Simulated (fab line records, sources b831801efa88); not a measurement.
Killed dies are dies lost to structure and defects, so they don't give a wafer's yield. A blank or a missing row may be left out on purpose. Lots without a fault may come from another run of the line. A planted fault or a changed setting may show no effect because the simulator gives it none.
Which tool did it? | flow sky130 | 14 lots, 42 wafers sampled, at 2 steps of a route of 708

WHAT THE GAUGES READ, wafer by wafer
The record holds no reading of a measuring or inspecting step that can be judged against a usual standard deviation.

WHICH TOOL RAN EACH LOT (tool, then ch and the chambers of the sampled wafers, then the start)
lot  | SKY_CAPM_METAL_ETCH_13            | SKY_CAPM_STRIP_14
L490 | rie_metal-01 ch 0,1, day 37 12:08 | plasma_asher-01 ch 0,1, day 37 12:12
L492 | rie_metal-04 ch 0, day 38 10:16   | plasma_asher-02 ch 0,1, day 38 10:24
L494 | rie_metal-03 ch 0, day 39 02:11   | plasma_asher-02 ch 0, day 39 02:15
L498 | rie_metal-04 ch 0,1, day 39 21:34 | plasma_asher-04 ch 0,1, day 39 21:40
L499 | rie_metal-03 ch 0,1, day 40 05:22 | plasma_asher-02 ch 0,1, day 40 05:26
L502 | rie_metal-01 ch 0,1, day 41 09:25 | plasma_asher-02 ch 0,1, day 41 09:29
L503 | rie_metal-01 ch 0,1, day 41 14:17 | plasma_asher-02 ch 0,1, day 41 14:21
L504 | rie_metal-04 ch 0, day 41 15:32   | plasma_asher-02 ch 0,1, day 41 15:36
L507 | rie_metal-04 ch 0,1, day 42 08:02 | plasma_asher-01 ch 0,1, day 42 08:07
L508 | rie_metal-04 ch 0,1, day 42 17:17 | plasma_asher-01 ch 0,1, day 42 17:21
L509 | rie_metal-03 ch 0,1, day 43 01:57 | plasma_asher-02 ch 0,1, day 43 02:02
L510 | rie_metal-03 ch 0,1, day 43 07:42 | plasma_asher-01 ch 0,1, day 43 07:46
L511 | rie_metal-03 ch 1, day 43 14:44   | plasma_asher-01 ch 0,1, day 43 14:48
L513 | rie_metal-03 ch 0, day 43 23:39   | plasma_asher-04 ch 0,1, day 43 23:43
- SKY_CAPM_METAL_ETCH_13: etches TiN in Cl2/BCl3, stops on SiO2, target depth 220 nm, time 62.9 s.
- SKY_CAPM_STRIP_14: strips in O2/N2.

WHAT THE TOOLS THEMSELVES READ (means of the sampled wafers that have a number; where no wafer has one, the mark that the record gives instead)
SKY_CAPM_METAL_ETCH_13. Usual: chamber_pressure_mTorr 10.001 mTorr, standard deviation 0.01; drypump_motor_current_A 5.8 A, standard deviation 0.5; oes_product_au 0.941 a.u., standard deviation 0.0089; throttle_valve_pct 21.902 %, standard deviation 0.011.
lot  | tool         | chamber_pressure_mTorr (mTorr) | drypump_motor_current_A (A) | oes_product_au (a.u.) | throttle_valve_pct (%) | flag
L490 | rie_metal-01 | 10.006                         | 5.8                         | 0.950                 | 21.889                 |
L492 | rie_metal-04 | 10.011                         | 5.5                         | 0.941                 | 21.909                 |
L494 | rie_metal-03 | 9.995                          | 6.5                         | 0.931                 | 21.911                 |
L498 | rie_metal-04 | 9.999                          | 5.5                         | 0.946                 | 21.905                 |
L499 | rie_metal-03 | 9.994                          | 6.2                         | 0.942                 | 21.894                 |
L502 | rie_metal-01 | 10.006                         | 5.4                         | 0.939                 | 21.903                 |
L503 | rie_metal-01 | 9.992                          | 5.4                         | 0.941                 | 21.903                 |
L504 | rie_metal-04 | 10.003                         | 5.5                         | 0.937                 | 21.902                 |
L507 | rie_metal-04 | 10.004                         | 5.5                         | 0.947                 | 21.894                 |
L508 | rie_metal-04 | 10.002                         | 5.5                         | 0.944                 | 21.901                 |
L509 | rie_metal-03 | 10.015                         | 6.3                         | 0.934                 | 21.904                 |
L510 | rie_metal-03 | 10.009                         | 6.2                         | 0.940                 | 21.907                 |
L511 | rie_metal-03 | 9.996                          | 6.0                         | 0.923                 | 21.901                 |
L513 | rie_metal-03 | 9.991                          | 6.5                         | 0.944                 | 21.888                 |

SKY_CAPM_STRIP_14. Usual: chamber_pressure_mTorr 1499.6 mTorr, standard deviation 1.4; drypump_motor_current_A 6.06 A, standard deviation 0.2; oes_product_au 0.710 a.u., standard deviation 0.0048; strip_time_to_endpoint_s 12.67 s, standard deviation 0.045.
lot  | tool            | chamber_pressure_mTorr (mTorr) | drypump_motor_current_A (A) | oes_product_au (a.u.) | strip_time_to_endpoint_s (s) | flag
L490 | plasma_asher-01 | 1499.4                         | 6.14                        | 0.707                 | 12.64                        |
L492 | plasma_asher-02 | 1499.8                         | 6.17                        | 0.713                 | 12.66                        |
L494 | plasma_asher-02 | 1497.3                         | 6.01                        | 0.703                 | 11.97                        | OFF
L498 | plasma_asher-04 | 1498.0                         | 5.94                        | 0.711                 | 12.64                        |
L499 | plasma_asher-02 | 1500.7                         | 6.17                        | 0.707                 | 11.88                        | OFF
L502 | plasma_asher-02 | 1499.7                         | 6.08                        | 0.710                 | 12.60                        |
L503 | plasma_asher-02 | 1500.9                         | 6.08                        | 0.711                 | 12.67                        |
L504 | plasma_asher-02 | 1500.8                         | 6.17                        | 0.709                 | 12.68                        |
L507 | plasma_asher-01 | 1498.9                         | 6.15                        | 0.709                 | 12.67                        |
L508 | plasma_asher-01 | 1499.6                         | 6.20                        | 0.706                 | 12.71                        |
L509 | plasma_asher-02 | 1500.0                         | 6.07                        | 0.709                 | 12.67                        |
L510 | plasma_asher-01 | 1499.5                         | 6.18                        | 0.709                 | 12.71                        |
L511 | plasma_asher-01 | 1498.8                         | 6.18                        | 0.708                 | 12.71                        |
L513 | plasma_asher-04 | 1500.0                         | 5.93                        | 0.709                 | 12.62                        |

THE ANSWER, worked out from the rows above alone
Rule: a lot is off if the mean of its wafers that have a number lies more than 3 standard deviations from the usual mean. A lot without any number at a reading at which 4 lots or more have one is off too. The other lots that the step has rows for count as sound. The gauges are gone through in route order, then the tools' own readings, and for those a lot's mean is taken as printed above. The first step at which some lot is off is used, and at that step the reading that is off furthest; a lot without a number counts as furthest.
Off: L494, L499, at SKY_CAPM_STRIP_14 (strip_time_to_endpoint_s).
A tool fits if, at that step or a process step before it, it ran every lot that is off, and no sound lot after the first of them. None of those tried fits.

WHAT THE SIMULATOR HAD PUT IN
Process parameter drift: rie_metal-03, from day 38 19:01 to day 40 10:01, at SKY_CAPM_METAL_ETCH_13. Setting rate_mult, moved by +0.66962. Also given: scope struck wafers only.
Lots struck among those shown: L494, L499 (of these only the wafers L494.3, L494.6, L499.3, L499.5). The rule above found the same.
